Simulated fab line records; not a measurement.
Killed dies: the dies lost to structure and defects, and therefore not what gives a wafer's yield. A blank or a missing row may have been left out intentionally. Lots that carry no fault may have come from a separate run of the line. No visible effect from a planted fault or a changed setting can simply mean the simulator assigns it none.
fab line records	flow sky130	part 1 of 2: steps 1 to 31 of 42
[record] lots = 5	wafers = 15	last-day = 50
route steps=708 shown LDD_P@262 LDD_HVN@267 LDD_HVP@278 LDD_LDN@289
lots that met no fault: taken from a fault-free run of the same line
start-h: the number of hours between the record's first day and the start of the first shown wafer of the lot	wait-h: hours since the lot's step before	" repeats the value in the row above	L1.1+2: a single row standing in for several wafers	- value missing, or start not given	* or withheld: withheld	< > ~ a bound
route shown NAME@n: a module of which the file shows steps, and the number in the route of the first	usual: average and standard deviation across the fault-free wafers	same: alike in all rows	chamber/n: place in a boat	sites: per-site readings	_std_site: the standard deviation of these	_edge_site: outer sites' mean less inner sites'	radius-mm: for every site, how far away it sits from the centre of the wafer	mask NAME#n: copy n	behind: the last tool/chamber to shape the wafer	hold: what put the lot on hold/how long, in hours/how the hold closed	device: whichever transistor did not switch (one of n, p or np)	end of line: the tests these same wafers got at the end of their route	a step with no rows: only its recipe	killed: dies that structure and defects cost at the first sort, which is not the same as the wafer's yield	map: dies across one wafer; x = killed, . = not, _ = none there
set.NAME: the setting as run; set.NAME@STEP: as run at that earlier step	model.NAME: the simulator's own value behind a step, which no gauge read
lots seen at some steps along the route; tables by step, rows by wafer
services: the hour from which a tool's chamber was out of use, counted from the record's first day as start-h (under 0 if before that day), plus the number of hours and why
[[steps]]
[step SKY_LDD_P_CD_MEAS_07]
[recipe] target-cd-nm = 380
[usual] cd-nm = 379.9/2.7
lot.wafer	tool	chamber	start-h	wait-h	cd-nm
L077.2	cd-sem-01	-	455.66	0.1	377.5
L077.3	"	-	"	"	380.6
L077.6	"	-	"	"	379.8
L078.4	cd-sem-01	-	471.08	0.1	379.1
L078.5	"	-	"	"	381.4
L078.6	"	-	"	"	381.1
L087.1	cd-sem-01	-	549.39	5.4	379.5
L087.4	"	-	"	"	381.4
L087.6	"	-	"	"	380.6
L092.2	cd-sem-02	-	583.56	0.1	382.8
L092.4	"	-	"	"	384.0
L092.6	"	-	"	"	386.4
L097.1	cd-sem-01	-	636.57	0.1	383.0
L097.4	"	-	"	"	382.3
L097.5	"	-	"	"	382.0
[step SKY_LDD_P_OVL_MEAS_08]
[usual] LDD_P_OVL = -0.6/1.2
lot.wafer	tool	chamber	start-h	wait-h	LDD_P_OVL[nm]
L077.2	overlay-02	-	455.77	0.1	-0.2
L077.3	"	-	"	"	0.2
L077.6	"	-	"	"	0.0
L078.4	overlay-02	-	471.16	0.1	2.7
L078.5	"	-	"	"	3.1
L078.6	"	-	"	"	0.2
L087.1	overlay-01	-	549.51	0.1	-2.5
L087.4	"	-	"	"	-2.6
L087.6	"	-	"	"	-1.6
L092.2	overlay-02	-	583.67	0.1	-1.4
L092.4	"	-	"	"	-1.9
L092.6	"	-	"	"	-0.9
L097.1	overlay-01	-	636.69	0.1	0.9
L097.4	"	-	"	"	1.5
L097.5	"	-	"	"	0.1
[step SKY_LDD_P_IMPLANT_09]
[recipe] species = BF2	energy-kev = 25	dose-cm2 = 1e+13	tilt-deg = withheld
[usual] beam-on-s = 10.02/0.21
[same] implant-ion-amu = 49
lot.wafer	tool	chamber	start-h	wait-h	beam-on-s
L077.2	implanter-01	0	455.82	0.0	10.13
L077.3	"	0	"	"	9.81
L077.6	"	0	"	"	10.17
L078.4	implanter-04	0	471.25	0.1	9.77
L078.5	"	0	"	"	10.00
L078.6	"	0	"	"	10.38
L087.1	implanter-02	0	549.55	0.0	10.13
L087.4	"	0	"	"	10.04
L087.6	"	0	"	"	9.89
L092.2	implanter-02	0	583.72	0.0	9.72
L092.4	"	0	"	"	9.92
L092.6	"	0	"	"	10.06
L097.1	implanter-02	0	636.87	0.2	9.97
L097.4	"	0	"	"	9.78
L097.5	"	0	"	"	10.07
[step SKY_LDD_P_STRIP_10]
[recipe] chemistry = O2/N2	power-w = 1400	pressure-mtorr = 1500	platen-temp-c = withheld	o2-flow-sccm = 3000	n2-flow-sccm = 300	overash-fraction = 0.5
[usual] drypump-motor-current-A = 5.82/0.12	n2-flow-sccm = 299.9/0.81	oes-product-au = 0.715/0.0048	strip-time-to-endpoint-s = 14.18/0.045
lot.wafer	tool	chamber	start-h	wait-h	drypump-motor-current-A	n2-flow-sccm	oes-product-au	rf-hours-counter-h	strip-time-to-endpoint-s
L077.2	plasma-asher-04	1	455.95	0.1	5.92	300.5	0.715	33	14.21
L077.3	"	0	"	"	5.91	300.3	0.707	-	14.20
L077.6	"	1	"	"	5.93	298.4	0.716	-	14.21
L078.4	plasma-asher-01	0	471.36	0.1	5.64	299.8	0.719	-	14.12
L078.5	"	0	"	"	5.62	299.9	0.720	-	14.12
L078.6	"	1	"	"	5.74	300.8	0.708	-	14.11
L087.1	plasma-asher-01	1	549.70	0.1	5.69	298.9	0.712	11	14.07
L087.4	"	1	"	"	5.74	299.7	0.712	-	14.08
L087.6	"	1	"	"	5.72	301.1	0.715	-	14.09
L092.2	plasma-asher-02	0	583.85	0.1	5.72	300.0	0.716	91	14.17
L092.4	"	0	"	"	5.70	300.1	0.717	-	14.19
L092.6	"	1	"	"	5.87	300.7	0.715	-	14.14
L097.1	plasma-asher-04	1	637.02	0.1	5.93	301.0	0.710	51	14.21
L097.4	"	1	"	"	5.95	299.9	0.717	-	14.19
L097.5	"	0	"	"	5.92	299.6	0.714	-	14.20
[step SKY_LDD_P_TW_MEAS_11]
[usual] LDD_P_TW = 640/4.3
lot.wafer	tool	chamber	start-h	wait-h	LDD_P_TW
L077.2	film-metro-01	-	456.06	0.1	634
L077.3	"	-	"	"	636
L077.6	"	-	"	"	633
L078.4	film-metro-04	-	471.46	0.1	643
L078.5	"	-	"	"	642
L078.6	"	-	"	"	643
L087.1	film-metro-01	-	549.80	0.1	640
L087.4	"	-	"	"	639
L087.6	"	-	"	"	642
L092.2	film-metro-04	-	583.96	0.1	647
L092.4	"	-	"	"	649
L092.6	"	-	"	"	651
L097.1	film-metro-04	-	637.12	0.1	644
L097.4	"	-	"	"	646
L097.5	"	-	"	"	647
[step SKY_LDD_HVN_DEHYDRATE_00]
[recipe] temp-c = 200	time-s = 60
lot.wafer	tool	chamber	start-h	wait-h
L077.2+3+6	litho-track-04	0	470.69	14.6
L078.4+5+6	litho-track-03	0	486.00	14.5
L087.1+4+6	litho-track-04	0	562.16	12.4
L092.2+4+6	litho-track-03	0	597.80	13.8
L097.1+4+5	litho-track-03	0	650.07	12.9
[step SKY_LDD_HVN_HMDS_01]
[recipe] prime-time-s = 60	prime-temp-c = 120
lot.wafer	tool	chamber	start-h	wait-h
L077.2+3+6	litho-track-04	0	470.84	0.1
L078.4+5+6	litho-track-03	0	486.15	0.1
L087.1+4+6	litho-track-04	0	562.31	0.1
L092.2+4+6	litho-track-03	0	597.95	0.1
L097.1+4+5	litho-track-03	0	650.22	0.1
[step SKY_LDD_HVN_COAT_02]
[recipe] resist = NOVOLAK	spin-rpm = 3000	resist-thk-nm = 300
lot.wafer	tool	chamber	start-h	wait-h
L077.2+3+6	litho-track-04	0	470.99	0.1
L078.4+5+6	litho-track-03	0	486.30	0.1
L087.1+4+6	litho-track-04	0	562.46	0.1
L092.2+4+6	litho-track-03	0	598.10	0.1
L097.1+4+5	litho-track-03	0	650.37	0.1
[step SKY_LDD_HVN_SOFTBAKE_03]
[recipe] temp-c = 90	time-s = 60	resist = NOVOLAK
lot.wafer	tool	chamber	start-h	wait-h
L077.2+3+6	litho-track-04	0	471.14	0.1
L078.4+5+6	litho-track-03	0	486.45	0.1
L087.1+4+6	litho-track-04	0	562.61	0.1
L092.2+4+6	litho-track-03	0	598.25	0.1
L097.1+4+5	litho-track-03	0	650.52	0.1
[step SKY_LDD_HVN_EXPOSE_04]
[recipe] mask-id = HVNTM	na = 0.6	source-shape = conventional	sigma-outer = 0.6	polarization = unpolarized	target-cd-nm = 700	dose-mj = 127
[usual] focus-offset-nm = 0.1/0.5
lot.wafer	tool	chamber	start-h	wait-h	mask	focus-offset-nm
L077.2	iline-stepper-02	0	-	-	HVNTM#0	0.3
L077.3	"	0	"	"	HVNTM#0	-0.4
L077.6	"	0	"	"	HVNTM#0	0.0
L078.4	iline-stepper-01	0	-	-	HVNTM#0	-0.4
L078.5	"	0	"	"	HVNTM#0	-0.5
L078.6	"	0	"	"	HVNTM#0	0.7
L087.1	iline-stepper-01	0	-	-	HVNTM#0	-0.1
L087.4	"	0	"	"	HVNTM#0	0.3
L087.6	"	0	"	"	HVNTM#0	0.6
L092.2	iline-stepper-01	0	-	-	HVNTM#0	1.4
L092.4	"	0	"	"	HVNTM#0	0.8
L092.6	"	0	"	"	HVNTM#0	0.4
L097.1	iline-stepper-02	0	-	-	HVNTM#0	0.0
L097.4	"	0	"	"	HVNTM#0	0.5
L097.5	"	0	"	"	HVNTM#0	-0.5
[step SKY_LDD_HVN_PEB_05]
[recipe] temp-c = withheld	time-s = *	resist = NOVOLAK
lot.wafer	tool	chamber	start-h	wait-h
L077.2+3+6	litho-track-04	0	-	-
L078.4+5+6	litho-track-01	0	-	-
L087.1+4+6	litho-track-01	0	-	-
L092.2+4+6	litho-track-03	0	-	-
L097.1+4+5	litho-track-01	0	-	-
[step SKY_LDD_HVN_DEVELOP_06]
[recipe] resist = NOVOLAK	developer = TMAH	develop-time-s = 60	dev-temp-c = 23
lot.wafer	tool	chamber	start-h	wait-h
L077.2+3+6	litho-track-04	0	486.14	0.1
L078.4+5+6	litho-track-01	0	501.57	0.1
L087.1+4+6	litho-track-01	0	578.55	0.1
L092.2+4+6	litho-track-03	0	613.00	0.1
L097.1+4+5	litho-track-01	0	664.05	0.1
[step SKY_LDD_HVN_OVL_MEAS_07]
[usual] LDD_HVN_OVL = -0.7/1.8
lot.wafer	tool	chamber	start-h	wait-h	LDD_HVN_OVL[nm]
L077.2	overlay-01	-	486.27	0.1	2.5
L077.3	"	-	"	"	2.2
L077.6	"	-	"	"	1.8
L078.4	overlay-01	-	501.67	0.1	-1.6
L078.5	"	-	"	"	0.3
L078.6	"	-	"	"	0.5
L087.1	overlay-02	-	578.70	0.1	-2.6
L087.4	"	-	"	"	-1.4
L087.6	"	-	"	"	-2.6
L092.2	overlay-02	-	613.13	0.1	-1.6
L092.4	"	-	"	"	-1.7
L092.6	"	-	"	"	-3.1
L097.1	overlay-01	-	664.20	0.1	2.3
L097.4	"	-	"	"	-0.4
L097.5	"	-	"	"	0.1
[step SKY_LDD_HVN_IMPLANT_08]
[recipe] species = P	energy-kev = 60	dose-cm2 = 3e+13	tilt-deg = 40
[usual] beam-on-s = 9.99/0.2
[same] implant-ion-amu = 31
lot.wafer	tool	chamber	start-h	wait-h	beam-on-s
L077.2	implanter-04	0	486.32	0.0	10.00
L077.3	"	0	"	"	10.20
L077.6	"	0	"	"	9.26
L078.4	implanter-04	0	501.76	0.1	10.13
L078.5	"	0	"	"	10.02
L078.6	"	0	"	"	9.94
L087.1	implanter-03	0	578.73	0.0	10.09
L087.4	"	0	"	"	9.73
L087.6	"	0	"	"	10.21
L092.2	implanter-04	0	613.18	0.0	10.02
L092.4	"	0	"	"	10.40
L092.6	"	0	"	"	9.80
L097.1	implanter-02	0	664.23	0.0	10.39
L097.4	"	0	"	"	9.66
L097.5	"	0	"	"	10.09
[step SKY_LDD_HVN_STRIP_09]
[recipe] chemistry = O2/N2	power-w = 1400	pressure-mtorr = 1500	platen-temp-c = withheld	o2-flow-sccm = 3000	n2-flow-sccm = 300	overash-fraction = 0.5
[usual] drypump-motor-current-A = 5.88/0.21	n2-flow-sccm = 300.0/0.87	oes-product-au = 0.409/0.0044	strip-time-to-endpoint-s = 4.135/0.016
lot.wafer	tool	chamber	start-h	wait-h	drypump-motor-current-A	n2-flow-sccm	oes-product-au	rf-hours-counter-h	strip-time-to-endpoint-s
L077.2	plasma-asher-03	0	486.45	0.1	5.61	298.7	0.412	70	4.117
L077.3	"	1	"	"	6.26	301.0	0.404	-	4.137
L077.6	"	1	"	"	6.27	300.2	0.413	-	4.122
L078.4	plasma-asher-02	1	501.87	0.1	5.89	301.3	0.402	-	4.162
L078.5	"	1	"	"	5.89	300.4	0.412	-	4.153
L078.6	"	0	"	"	5.69	300.7	0.414	-	4.153
L087.1	plasma-asher-02	0	578.88	0.1	5.69	300.4	0.408	90	4.115
L087.4	"	1	"	"	5.88	299.9	0.412	-	4.117
L087.6	"	1	"	"	5.90	299.3	0.408	-	4.132
L092.2	plasma-asher-03	0	613.31	0.1	5.61	300.7	0.412	83	4.147
L092.4	"	0	"	"	5.58	300.4	0.410	-	4.146
L092.6	"	0	"	"	5.60	300.5	0.419	-	4.153
L097.1	plasma-asher-03	0	664.38	0.1	5.60	299.8	0.404	89	4.148
L097.4	"	0	"	"	5.61	299.5	0.407	-	4.131
L097.5	"	0	"	"	5.58	299.3	0.413	-	4.133
[step SKY_LDD_HVN_TW_MEAS_10]
[usual] LDD_HVN_TW = 1446/6.9
lot.wafer	tool	chamber	start-h	wait-h	LDD_HVN_TW
L077.2	film-metro-03	-	486.56	0.1	1452
L077.3	"	-	"	"	1449
L077.6	"	-	"	"	1449
L078.4	film-metro-02	-	501.96	0.1	1441
L078.5	"	-	"	"	1440
L078.6	"	-	"	"	1442
L087.1	film-metro-03	-	578.98	0.1	1455
L087.4	"	-	"	"	1445
L087.6	"	-	"	"	1446
L092.2	film-metro-01	-	613.42	0.1	1439
L092.4	"	-	"	"	1443
L092.6	"	-	"	"	1445
L097.1	film-metro-01	-	664.48	0.1	1436
L097.4	"	-	"	"	1434
L097.5	"	-	"	"	1436
[step SKY_LDD_HVP_DEHYDRATE_00]
[recipe] temp-c = 200	time-s = 60
lot.wafer	tool	chamber	start-h	wait-h
L077.2+3+6	litho-track-04	0	500.89	14.3
L078.4+5+6	litho-track-04	0	516.49	14.5
L087.1+4+6	litho-track-01	0	592.15	13.2
L092.2+4+6	litho-track-01	0	626.77	13.3
L097.1+4+5	litho-track-01	0	677.80	13.3
[step SKY_LDD_HVP_HMDS_01]
[recipe] prime-time-s = 60	prime-temp-c = 120
lot.wafer	tool	chamber	start-h	wait-h
L077.2+3+6	litho-track-04	0	501.04	0.1
L078.4+5+6	litho-track-04	0	516.64	0.1
L087.1+4+6	litho-track-01	0	592.30	0.1
L092.2+4+6	litho-track-01	0	626.92	0.1
L097.1+4+5	litho-track-01	0	677.95	0.1
[step SKY_LDD_HVP_COAT_02]
[recipe] resist = NOVOLAK	spin-rpm = 3000	resist-thk-nm = 300
lot.wafer	tool	chamber	start-h	wait-h
L077.2+3+6	litho-track-04	0	501.19	0.1
L078.4+5+6	litho-track-04	0	516.79	0.1
L087.1+4+6	litho-track-01	0	592.45	0.1
L092.2+4+6	litho-track-01	0	627.07	0.1
L097.1+4+5	litho-track-01	0	678.10	0.1
[step SKY_LDD_HVP_SOFTBAKE_03]
[recipe] temp-c = 90	time-s = 60	resist = NOVOLAK
lot.wafer	tool	chamber	start-h	wait-h
L077.2+3+6	litho-track-04	0	501.34	0.1
L078.4+5+6	litho-track-04	0	516.94	0.1
L087.1+4+6	litho-track-01	0	592.60	0.1
L092.2+4+6	litho-track-01	0	627.22	0.1
L097.1+4+5	litho-track-01	0	678.25	0.1
[step SKY_LDD_HVP_EXPOSE_04]
[recipe] mask-id = HVPTM	na = 0.6	source-shape = conventional	sigma-outer = 0.6	polarization = unpolarized	target-cd-nm = 700	dose-mj = 86
[usual] focus-offset-nm = -0.1/0.55
lot.wafer	tool	chamber	start-h	wait-h	mask	focus-offset-nm
L077.2	iline-stepper-01	0	-	-	HVPTM#0	1.1
L077.3	"	0	"	"	HVPTM#0	0.4
L077.6	"	0	"	"	HVPTM#0	0.0
L078.4	iline-stepper-01	0	-	-	HVPTM#0	0.7
L078.5	"	0	"	"	HVPTM#0	0.1
L078.6	"	0	"	"	HVPTM#0	-0.3
L087.1	iline-stepper-02	0	-	-	HVPTM#0	0.2
L087.4	"	0	"	"	HVPTM#0	0.6
L087.6	"	0	"	"	HVPTM#0	0.1
L092.2	iline-stepper-01	0	-	-	HVPTM#0	-0.9
L092.4	"	0	"	"	HVPTM#0	-0.4
L092.6	"	0	"	"	HVPTM#0	-0.2
L097.1	iline-stepper-01	0	-	-	HVPTM#0	-0.2
L097.4	"	0	"	"	HVPTM#0	-0.7
L097.5	"	0	"	"	HVPTM#0	-1.1
[step SKY_LDD_HVP_PEB_05]
[recipe] temp-c = withheld	time-s = *	resist = NOVOLAK
lot.wafer	tool	chamber	start-h	wait-h
L077.2+3+6	litho-track-04	0	-	-
L078.4+5+6	litho-track-04	0	-	-
L087.1+4+6	litho-track-02	0	-	-
L092.2+4+6	litho-track-02	0	-	-
L097.1+4+5	litho-track-04	0	-	-
[step SKY_LDD_HVP_DEVELOP_06]
[recipe] resist = NOVOLAK	developer = TMAH	develop-time-s = 60	dev-temp-c = 23
lot.wafer	tool	chamber	start-h	wait-h
L077.2+3+6	litho-track-04	0	516.29	0.1
L078.4+5+6	litho-track-04	0	531.69	0.1
L087.1+4+6	litho-track-02	0	607.59	0.1
L092.2+4+6	litho-track-02	0	642.12	0.1
L097.1+4+5	litho-track-04	0	691.36	0.1
[step SKY_LDD_HVP_OVL_MEAS_07]
[usual] LDD_HVP_OVL = 0.4/1.3
lot.wafer	tool	chamber	start-h	wait-h	LDD_HVP_OVL[nm]
L077.2	overlay-01	-	516.42	0.1	1.9
L077.3	"	-	"	"	2.2
L077.6	"	-	"	"	-0.4
L078.4	overlay-02	-	531.78	0.1	0.4
L078.5	"	-	"	"	-1.6
L078.6	"	-	"	"	-0.8
L087.1	overlay-01	-	607.74	0.1	1.0
L087.4	"	-	"	"	0.7
L087.6	"	-	"	"	0.8
L092.2	overlay-01	-	642.25	0.1	0.7
L092.4	"	-	"	"	0.3
L092.6	"	-	"	"	0.2
L097.1	overlay-01	-	691.51	0.1	0.2
L097.4	"	-	"	"	-0.3
L097.5	"	-	"	"	-1.3
[step SKY_LDD_HVP_IMPLANT_08]
[recipe] species = B	energy-kev = 20	dose-cm2 = 1.7e+13	tilt-deg = 17.9
[usual] beam-on-s = 9.98/0.2
[same] implant-ion-amu = 11
lot.wafer	tool	chamber	start-h	wait-h	beam-on-s
L077.2	implanter-02	0	516.47	0.0	9.67
L077.3	"	0	"	"	9.83
L077.6	"	0	"	"	10.10
L078.4	implanter-03	0	531.87	0.1	10.24
L078.5	"	0	"	"	10.13
L078.6	"	0	"	"	9.69
L087.1	implanter-02	0	607.78	0.0	9.87
L087.4	"	0	"	"	10.16
L087.6	"	0	"	"	9.72
L092.2	implanter-02	0	642.30	0.0	9.85
L092.4	"	0	"	"	10.11
L092.6	"	0	"	"	9.78
L097.1	implanter-02	0	691.55	0.0	10.13
L097.4	"	0	"	"	9.97
L097.5	"	0	"	"	10.27
[step SKY_LDD_HVP_STRIP_09]
[recipe] chemistry = O2/N2	power-w = 1400	pressure-mtorr = 1500	platen-temp-c = withheld	o2-flow-sccm = 3000	n2-flow-sccm = 300	overash-fraction = 0.5
[usual] drypump-motor-current-A = 5.85/0.24	n2-flow-sccm = 300.0/0.92	oes-product-au = 0.408/0.0043	strip-time-to-endpoint-s = 4.133/0.016
lot.wafer	tool	chamber	start-h	wait-h	drypump-motor-current-A	n2-flow-sccm	oes-product-au	rf-hours-counter-h	strip-time-to-endpoint-s
L077.2	plasma-asher-01	0	516.60	0.1	5.65	300.0	0.402	8	4.136
L077.3	"	0	"	"	5.61	299.5	0.404	-	4.138
L077.6	"	0	"	"	5.65	299.2	0.403	-	4.172
L078.4	plasma-asher-03	1	531.98	0.1	6.26	299.5	0.402	-	4.120
L078.5	"	1	"	"	6.26	300.5	0.404	-	4.109
L078.6	"	0	"	"	5.60	299.6	0.410	-	4.114
L087.1	plasma-asher-03	0	607.93	0.1	5.63	301.0	0.417	83	4.143
L087.4	"	0	"	"	5.63	301.8	0.412	-	4.110
L087.6	"	0	"	"	5.63	301.6	0.405	-	4.136
L092.2	plasma-asher-03	1	642.43	0.1	6.26	300.5	0.408	87	4.138
L092.4	"	1	"	"	6.27	300.8	0.407	-	4.137
L092.6	"	0	"	"	5.62	301.2	0.416	-	4.118
L097.1	plasma-asher-04	0	691.70	0.1	5.91	299.3	0.407	56	4.128
L097.4	"	1	"	"	5.92	300.0	0.404	-	4.123
L097.5	"	0	"	"	5.93	298.5	0.411	-	4.121
[step SKY_LDD_HVP_TW_MEAS_10]
[usual] LDD_HVP_TW = 461.2/2.6
lot.wafer	tool	chamber	start-h	wait-h	LDD_HVP_TW
L077.2	film-metro-04	-	516.71	0.1	462.5
L077.3	"	-	"	"	463.2
L077.6	"	-	"	"	465.3
L078.4	film-metro-01	-	532.08	0.1	460.2
L078.5	"	-	"	"	458.5
L078.6	"	-	"	"	460.0
L087.1	film-metro-04	-	608.03	0.1	465.6
L087.4	"	-	"	"	462.2
L087.6	"	-	"	"	465.4
L092.2	film-metro-01	-	642.54	0.1	456.9
L092.4	"	-	"	"	455.7
L092.6	"	-	"	"	456.8
L097.1	film-metro-01	-	691.80	0.1	458.4
L097.4	"	-	"	"	460.4
L097.5	"	-	"	"	461.5
[step SKY_LDD_LDN_DEHYDRATE_00]
[recipe] temp-c = 200	time-s = 60
lot.wafer	tool	chamber	start-h	wait-h
L077.2+3+6	litho-track-02	0	531.32	14.6
L078.4+5+6	litho-track-04	0	546.44	14.3
L087.1+4+6	litho-track-04	0	621.46	13.4
L092.2+4+6	litho-track-02	0	653.77	11.2
L097.1+4+5	litho-track-03	0	704.67	12.9
[step SKY_LDD_LDN_HMDS_01]
[recipe] prime-time-s = 60	prime-temp-c = 120
lot.wafer	tool	chamber	start-h	wait-h
L077.2+3+6	litho-track-02	0	531.47	0.1
L078.4+5+6	litho-track-04	0	546.59	0.1
L087.1+4+6	litho-track-04	0	621.61	0.1
L092.2+4+6	litho-track-02	0	653.92	0.1
L097.1+4+5	litho-track-03	0	704.82	0.1
[step SKY_LDD_LDN_COAT_02]
[recipe] resist = NOVOLAK	spin-rpm = 3000	resist-thk-nm = 1140
lot.wafer	tool	chamber	start-h	wait-h
L077.2+3+6	litho-track-02	0	531.62	0.1
L078.4+5+6	litho-track-04	0	546.74	0.1
L087.1+4+6	litho-track-04	0	621.76	0.1
L092.2+4+6	litho-track-02	0	654.07	0.1
L097.1+4+5	litho-track-03	0	704.97	0.1
[step SKY_LDD_LDN_SOFTBAKE_03]
[recipe] temp-c = 90	time-s = 60	resist = NOVOLAK
lot.wafer	tool	chamber	start-h	wait-h
L077.2+3+6	litho-track-02	0	531.77	0.1
L078.4+5+6	litho-track-04	0	546.89	0.1
L087.1+4+6	litho-track-04	0	621.91	0.1
L092.2+4+6	litho-track-02	0	654.22	0.1
L097.1+4+5	litho-track-03	0	705.12	0.1
